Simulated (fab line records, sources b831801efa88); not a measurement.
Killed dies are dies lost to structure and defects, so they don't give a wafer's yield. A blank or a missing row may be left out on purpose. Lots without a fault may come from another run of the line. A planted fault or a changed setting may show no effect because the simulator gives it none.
Problem report in the 8D (eight disciplines) form, filled by code | flow sky130 | the parts of the form that need people (team, actions taken, sign-off) are left out

1. THE PROBLEM
rf_fwd_power_W at SKY_METAL2_ETCH_18 reads a mean of 412.4 W on 3 wafers of 1 lot; wafers without a fault read 493.9 W with a standard deviation of 2.7. That is -30 standard deviations from the usual mean.
The step: etches BARC in N2/H2, stops on SiO2, time 45.9 s, target depth 60 nm.
First seen on wafer L995.2, day 37 17:06, on rie_metal-03. The record holds 15 wafers of 5 lots with a number at this step. Rule for "out", or "out of limits": more than 4 standard deviations from the usual mean. The other wafers with a number count as sound.

2. WHAT IT IS AND WHAT IT IS NOT
question                    | is                     | is not
which readings at this step | rf_fwd_power_W         | drypump_motor_current_A, oes_product_au, throttle_valve_pct
which lots                  | L995                   | L103, L109, L987, L988
which wafers of those lots  | all that have a number | -
read on which tools         | rie_metal-03           | rie_metal-01, rie_metal-04
when                        | from day 37 17:06      | up to then (6 sound wafers); but 6 sound wafers of L103, L109 came after

3. SUSPECTS, AND WHAT RULES EACH OUT
Counting: a tool at a process step up to the reading stays a suspect if it ran every lot that is out and no sound lot after the first of them.
- rie_metal-03 at SKY_METAL2_DESCUM_17 (chemistry O2, time 8 s): kept. It ran the lot that is out, L995 (day 37 17:04), and no sound lot after that; its last sound lot up to then is L988 (day 35 12:00).
- rie_metal-03 at SKY_METAL2_ETCH_18 (etches BARC in N2/H2, stops on SiO2, time 45.9 s, target depth 60 nm): kept. It ran the lot that is out, L995 (day 37 17:06), and no sound lot after that; its last sound lot up to then is L988 (day 35 12:04). Its own readings are out on those wafers: rf_fwd_power_W.
Left after counting: rie_metal-03 at SKY_METAL2_DESCUM_17, rie_metal-03 at SKY_METAL2_ETCH_18.

4. THE CAUSE (what the simulator had put in)
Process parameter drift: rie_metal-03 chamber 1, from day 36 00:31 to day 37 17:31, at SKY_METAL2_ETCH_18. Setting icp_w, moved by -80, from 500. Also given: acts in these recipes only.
Counting left 2 suspects, and this tool is among them.

5. THE CHAIN OF EFFECTS, in route order
Each row: a reading whose mean over the struck wafers that have a number lies more than 3 standard deviations from the usual. Only readings for which the record gives a usual standard deviation are gone through. hours: the time from each lot's start at the first step in this table that gives one to its start at this step, as a median over the lots. sigmas: the change in usual standard deviations.
hours | step               | reading        | usual   | on struck wafers | change | sigmas
0     | SKY_METAL2_ETCH_18 | rf_fwd_power_W | 493.9 W | 412.4            | -81.5  | -30
The process steps in it:
- SKY_METAL2_ETCH_18: etches BARC in N2/H2, stops on SiO2, time 45.9 s, target depth 60 nm.

6. WHAT WOULD HAVE CAUGHT IT SOONER
In this record the first reading out of limits was taken at day 37 17:06, 41 hours after the fault began at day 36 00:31.
